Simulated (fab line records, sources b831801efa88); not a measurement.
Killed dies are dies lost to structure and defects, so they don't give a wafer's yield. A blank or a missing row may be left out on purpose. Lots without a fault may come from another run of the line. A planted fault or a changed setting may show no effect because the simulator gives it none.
Chamber matching | flow gf180mcu | GF_V5_CMP_26 on cmp-01: 4 sister chambers
The step polishes, stops on SiO2, t overpolish 15 s, target thk 0 nm. 4 wafers are shown with their chamber, then 7 later ones without.

WAFERS WITH THEIR CHAMBER
wafer  | chamber | time_to_endpoint_s (s)
L656.2 | 3       | 80
L656.5 | 0       | 84
L658.3 | 1       | 79
L658.5 | 2       | 87

WAFERS WITHOUT THEIR CHAMBER
wafer  | time_to_endpoint_s (s)
L658.6 | 77
L659.1 | 85
L659.5 | 85
L659.6 | 83
L660.1 | 78
L660.4 | 85
L660.6 | 76

WHICH CHAMBER EACH WENT THROUGH
wafer  | from the rows above               | in truth
L658.6 | can't be placed: 1 or 3           | 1
L659.1 | can't be placed: 0 or 2           | 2
L659.5 | can't be placed: 0 or 2           | 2
L659.6 | can't be placed: 0 or 3 or 1 or 2 | 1
L660.1 | can't be placed: 1 or 3           | 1
L660.4 | can't be placed: 0 or 2           | 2
L660.6 | can't be placed: 1 or 3           | 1
Placed correctly: 0 of 7. Can't be placed from these rows: 7 (the true chamber is among the candidates in 7). Placed wrongly: 0.
How it was worked out, from the rows above alone: a wafer's distance from a chamber is the root of the sum, over the readings, of the square of ((its reading less the chamber's mean) divided by the reading's scatter). The wafer belongs to the nearest chamber; if the next one is less than 2 further off, it can't be placed. A chamber's mean is the mean of its shown wafers. The scatter: with one shown wafer a chamber, the root of the mean of the squares of how far each hidden wafer lies from its nearest shown one.
